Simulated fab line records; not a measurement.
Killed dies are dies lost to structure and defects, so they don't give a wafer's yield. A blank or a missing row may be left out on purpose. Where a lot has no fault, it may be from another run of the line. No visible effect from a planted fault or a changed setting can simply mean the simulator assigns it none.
Which of the tools did it? :: flow gf180mcu :: 12 lots, 36 wafers sampled, at 5 steps of a route of 602

== WHAT THE GAUGES READ, wafer by wafer ==
GF_V4_CD_MEAS_14 targets a cd of 260 nm.
lot: L171
measured: day 24 15:30
on: cdSem-02
cdNm (nm): 262.1 261.0 261.0

lot: L173
measured: day 25 02:25
on: cdSem-01
cdNm (nm): 258.2 260.6 259.9

lot: L174
measured: day 25 19:31
on: cdSem-01
cdNm (nm): 259.5 260.0 259.8

lot: L176
measured: day 26 10:17
on: cdSem-02
cdNm (nm): 260.6 261.6 260.6

lot: L178
measured: day 26 18:05
on: cdSem-01
cdNm (nm): 257.8 258.7 258.5

lot: L179
measured: day 26 21:56
on: cdSem-01
cdNm (nm): 260.3 259.2 259.4

lot: L181
measured: day 27 21:59
on: cdSem-02
cdNm (nm): 259.6 259.7 259.0

lot: L182
measured: day 28 05:50
on: cdSem-01
cdNm (nm): 260.3 258.4 259.1

lot: L184
measured: day 28 16:34
on: cdSem-01
cdNm (nm): 260.3 260.5 260.1

lot: L187
measured: day 29 11:20
on: cdSem-02
cdNm (nm): 261.4 259.9 261.3

lot: L189
measured: day 30 03:44
on: cdSem-02
cdNm (nm): 260.4 258.9 259.9

lot: L191
measured: day 30 13:41
on: cdSem-01
cdNm (nm): 261.0 261.3 260.9

GF_V4_THK_MEAS_25: measures by xrf.
lot: L171
measured: day 24 16:39
on: filmMetro-02
V4_W_THK (nm): 346 356 360

lot: L173
measured: day 25 03:34
on: filmMetro-02
V4_W_THK (nm): 356 354 359

lot: L174
measured: day 25 21:04
on: filmMetro-04
V4_W_THK (nm): 347 356 349

lot: L176
measured: day 26 11:26
on: filmMetro-01
V4_W_THK (nm): 352 349 356

lot: L178
measured: day 26 19:14
on: filmMetro-02
V4_W_THK (nm): 363 357 361

lot: L179
measured: day 26 23:05
on: filmMetro-02
V4_W_THK (nm): 358 357 355

lot: L181
measured: day 27 23:09
on: filmMetro-01
V4_W_THK (nm): 358 362 348

lot: L182
measured: day 28 07:00
on: filmMetro-02
V4_W_THK (nm): 354 355 359

lot: L184
measured: day 28 17:44
on: filmMetro-04
V4_W_THK (nm): 342 347 341

lot: L187
measured: day 29 12:31
on: filmMetro-01
V4_W_THK (nm): 346 361 353

lot: L189
measured: day 30 04:53
on: filmMetro-02
V4_W_THK (nm): 359 357 360

lot: L191
measured: day 30 14:52
on: filmMetro-01
V4_W_THK (nm): 367 358 362

GF_M5_CD_MEAS_07 targets a cd of 280 nm.
lot: L171
measured: day 26 11:48
on: cdSem-02
cdNm (nm): 279.9 280.7 279.8

lot: L173
measured: day 26 21:50
on: cdSem-02
cdNm (nm): 277.0 278.0 277.7

lot: L174
measured: day 27 15:17
on: cdSem-02
cdNm (nm): 278.5 278.8 278.1

lot: L176
measured: day 28 04:35
on: cdSem-02
cdNm (nm): 278.3 279.4 281.1

lot: L178
measured: day 28 10:59
on: cdSem-01
cdNm (nm): 280.5 280.7 281.4

lot: L179
measured: day 28 16:13
on: cdSem-01
cdNm (nm): 280.0 280.4 279.5

lot: L181
measured: day 29 14:49
on: cdSem-02
cdNm (nm): 280.9 280.9 280.3

lot: L182
measured: day 29 23:27
on: cdSem-01
cdNm (nm): 280.3 281.8 281.7

lot: L184
measured: day 30 09:10
on: cdSem-01
cdNm (nm): 279.1 278.6 279.5

lot: L187
measured: day 31 02:15
on: cdSem-02
cdNm (nm): 280.4 281.3 281.6

== WHICH TOOL RAN EACH LOT (tool, then ch and the chambers of the sampled wafers, then the start) ==
lot: L171
GF_MIM_METAL_ETCH_19: rieMetal-04 ch 0,1, day 25 14:40
GF_MIM_STRIP_20: plasmaAsher-04 ch 0,1, day 25 14:44

lot: L173
GF_MIM_METAL_ETCH_19: rieMetal-03 ch 0,1, day 26 01:32
GF_MIM_STRIP_20: plasmaAsher-04 ch 0, day 26 01:37

lot: L174
GF_MIM_METAL_ETCH_19: rieMetal-03 ch 0,1, day 26 18:46
GF_MIM_STRIP_20: plasmaAsher-01 ch 0,1, day 26 18:50

lot: L176
GF_MIM_METAL_ETCH_19: rieMetal-04 ch 0,1, day 27 08:19
GF_MIM_STRIP_20: plasmaAsher-01 ch 1, day 27 08:23

lot: L178
GF_MIM_METAL_ETCH_19: rieMetal-04 ch 0,1, day 27 15:37
GF_MIM_STRIP_20: plasmaAsher-04 ch 0,1, day 27 15:41

lot: L179
GF_MIM_METAL_ETCH_19: rieMetal-04 ch 1, day 27 20:04
GF_MIM_STRIP_20: plasmaAsher-04 ch 0,1, day 27 20:08

lot: L181
GF_MIM_METAL_ETCH_19: rieMetal-03 ch 1, day 28 19:13
GF_MIM_STRIP_20: plasmaAsher-02 ch 0,1, day 28 19:17

lot: L182
GF_MIM_METAL_ETCH_19: rieMetal-03 ch 0,1, day 29 03:19
GF_MIM_STRIP_20: plasmaAsher-01 ch 0,1, day 29 03:23

lot: L184
GF_MIM_METAL_ETCH_19: rieMetal-02 ch 0, day 29 14:12
GF_MIM_STRIP_20: plasmaAsher-04 ch 0, day 29 14:19

lot: L187
GF_MIM_METAL_ETCH_19: rieMetal-04 ch 0,1, day 30 07:53
GF_MIM_STRIP_20: plasmaAsher-02 ch 0,1, day 30 07:58

lot: L189
GF_MIM_METAL_ETCH_19: rieMetal-03 ch 0,1, day 30 23:40
GF_MIM_STRIP_20: plasmaAsher-01 ch 0,1, day 30 23:44

lot: L191
GF_MIM_METAL_ETCH_19: rieMetal-03 ch 1, day 31 09:02
GF_MIM_STRIP_20: plasmaAsher-02 ch 0,1, day 31 09:11
- GF_MIM_METAL_ETCH_19: etches the open film in Cl2/BCl3, stops on Si3N4, target depth 324.5 nm, time 54.1 s.
- GF_MIM_STRIP_20: strips in O2/N2.

== WHAT THE TOOLS THEMSELVES READ (means of the sampled wafers that have a number; where no wafer has one, the mark that the record gives instead) ==
GF_MIM_METAL_ETCH_19.
lot: L171
tool: rieMetal-04
bcl3FlowSccm (sccm): 39.96
drypumpMotorCurrentA (A): 5.8
oesProductAu (a.u.): 0.933
rfFwdPowerW (W): 792
throttleValvePct (%): 28.300

lot: L173
tool: rieMetal-03
bcl3FlowSccm (sccm): 40.03
drypumpMotorCurrentA (A): 6.7
oesProductAu (a.u.): 0.928
rfFwdPowerW (W): 793
throttleValvePct (%): 28.298

lot: L174
tool: rieMetal-03
bcl3FlowSccm (sccm): 40.03
drypumpMotorCurrentA (A): 6.7
oesProductAu (a.u.): 0.944
rfFwdPowerW (W): 793
throttleValvePct (%): 28.284

lot: L176
tool: rieMetal-04
bcl3FlowSccm (sccm): 39.96
drypumpMotorCurrentA (A): 5.8
oesProductAu (a.u.): 0.937
rfFwdPowerW (W): 792
throttleValvePct (%): 28.291

lot: L178
tool: rieMetal-04
bcl3FlowSccm (sccm): 39.99
drypumpMotorCurrentA (A): 5.8
oesProductAu (a.u.): 0.935
rfFwdPowerW (W): 793
throttleValvePct (%): 28.295

lot: L179
tool: rieMetal-04
bcl3FlowSccm (sccm): 39.99
drypumpMotorCurrentA (A): 5.8
oesProductAu (a.u.): 0.949
rfFwdPowerW (W): 795
throttleValvePct (%): 28.263

lot: L181
tool: rieMetal-03
bcl3FlowSccm (sccm): 39.88
drypumpMotorCurrentA (A): 6.4
oesProductAu (a.u.): 0.937
rfFwdPowerW (W): 788
throttleValvePct (%): 28.293

lot: L182
tool: rieMetal-03
bcl3FlowSccm (sccm): 40.09
drypumpMotorCurrentA (A): 6.5
oesProductAu (a.u.): 0.935
rfFwdPowerW (W): 790
throttleValvePct (%): 28.301

lot: L184
tool: rieMetal-02
bcl3FlowSccm (sccm): 39.98
drypumpMotorCurrentA (A): 4.9
oesProductAu (a.u.): 0.935
rfFwdPowerW (W): 792
throttleValvePct (%): 28.286

lot: L187
tool: rieMetal-04
bcl3FlowSccm (sccm): 39.96
drypumpMotorCurrentA (A): 5.8
oesProductAu (a.u.): 0.951
rfFwdPowerW (W): 792
throttleValvePct (%): 28.286

lot: L189
tool: rieMetal-03
bcl3FlowSccm (sccm): 40.02
drypumpMotorCurrentA (A): 6.5
oesProductAu (a.u.): 0.922
rfFwdPowerW (W): 666
throttleValvePct (%): 28.301

lot: L191
tool: rieMetal-03
bcl3FlowSccm (sccm): 39.96
drypumpMotorCurrentA (A): 6.3
oesProductAu (a.u.): 0.916
rfFwdPowerW (W): 657
throttleValvePct (%): 28.302

GF_MIM_STRIP_20.
lot: L171
tool: plasmaAsher-04
drypumpMotorCurrentA (A): 5.4
heaterPowerW (W): 379
oesProductAu (a.u.): 0.690
stripTimeToEndpointS (s): 11.22

lot: L173
tool: plasmaAsher-04
drypumpMotorCurrentA (A): 5.9
heaterPowerW (W): 404
oesProductAu (a.u.): 0.691
stripTimeToEndpointS (s): 11.19

lot: L174
tool: plasmaAsher-01
drypumpMotorCurrentA (A): 6.4
heaterPowerW (W): 324
oesProductAu (a.u.): 0.688
stripTimeToEndpointS (s): 11.16

lot: L176
tool: plasmaAsher-01
drypumpMotorCurrentA (A): 6.6
heaterPowerW (W): 319
oesProductAu (a.u.): 0.693
stripTimeToEndpointS (s): 11.25

lot: L178
tool: plasmaAsher-04
drypumpMotorCurrentA (A): 5.6
heaterPowerW (W): 388
oesProductAu (a.u.): 0.689
stripTimeToEndpointS (s): 11.22

lot: L179
tool: plasmaAsher-04
drypumpMotorCurrentA (A): 5.6
heaterPowerW (W): 393
oesProductAu (a.u.): 0.691
stripTimeToEndpointS (s): 11.20

lot: L181
tool: plasmaAsher-02
drypumpMotorCurrentA (A): 6.2
heaterPowerW (W): 373
oesProductAu (a.u.): 0.694
stripTimeToEndpointS (s): 11.14

lot: L182
tool: plasmaAsher-01
drypumpMotorCurrentA (A): 6.4
heaterPowerW (W): 325
oesProductAu (a.u.): 0.694
stripTimeToEndpointS (s): 11.28

lot: L184
tool: plasmaAsher-04
drypumpMotorCurrentA (A): 5.9
heaterPowerW (W): 395
oesProductAu (a.u.): 0.694
stripTimeToEndpointS (s): 11.22

lot: L187
tool: plasmaAsher-02
drypumpMotorCurrentA (A): 6.4
heaterPowerW (W): 343
oesProductAu (a.u.): 0.687
stripTimeToEndpointS (s): 11.22

lot: L189
tool: plasmaAsher-01
drypumpMotorCurrentA (A): 6.1
heaterPowerW (W): 315
oesProductAu (a.u.): 0.696
stripTimeToEndpointS (s): 11.38

lot: L191
tool: plasmaAsher-02
drypumpMotorCurrentA (A): 6.4
heaterPowerW (W): 345
oesProductAu (a.u.): 0.702
stripTimeToEndpointS (s): 11.43

== THE ANSWER, worked out from the rows above alone ==
Rule: usual is defined by the lots themselves. Put in order of their means at a reading, lots are off if they are a third of the lots or fewer, leave a main group of 4 or more, and stand apart from it by a gap of 3 or more times the standard deviation of the main group's means; of several such gaps the widest counts. If all means in a main group match to the digits the tables above print for the reading, that group is not used. A lot without any number at a reading at which 4 lots or more have one is off too. Where the step has rows for the other lots, those lots are counted as sound. First the gauges in route order, then the tools' own readings, where a lot's mean is used as printed above. The first step at which some lot is off is used, and at that step the reading that is off furthest; a lot without a number counts as furthest.
Off at GF_MIM_METAL_ETCH_19 (rfFwdPowerW): L189, L191. Mean 792 W and standard deviation 1.8 in the main group.
If a tool, at that step or one of the process steps before it, ran each lot that is off and ran no sound lot following the first of them, it fits. One fits: GF_MIM_METAL_ETCH_19 on rieMetal-03. A fault onset in the window from L182 (day 29 03:19, its last sound lot) to L189 (day 30 23:40, its first lot off) fits.
On the lots that are off, the tool's own readings at GF_MIM_METAL_ETCH_19 differ by more than 5 times the standard deviation of the sound lots' means, which bears it out; rfFwdPowerW reads 662 W there versus 792 W on the sound lots.

== WHAT THE SIMULATOR HAD PUT IN ==
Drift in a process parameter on rieMetal-03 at GF_MIM_METAL_ETCH_19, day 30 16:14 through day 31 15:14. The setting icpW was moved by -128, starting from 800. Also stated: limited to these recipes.
Lots struck among those shown: L189, L191. The same result came from the rule above.
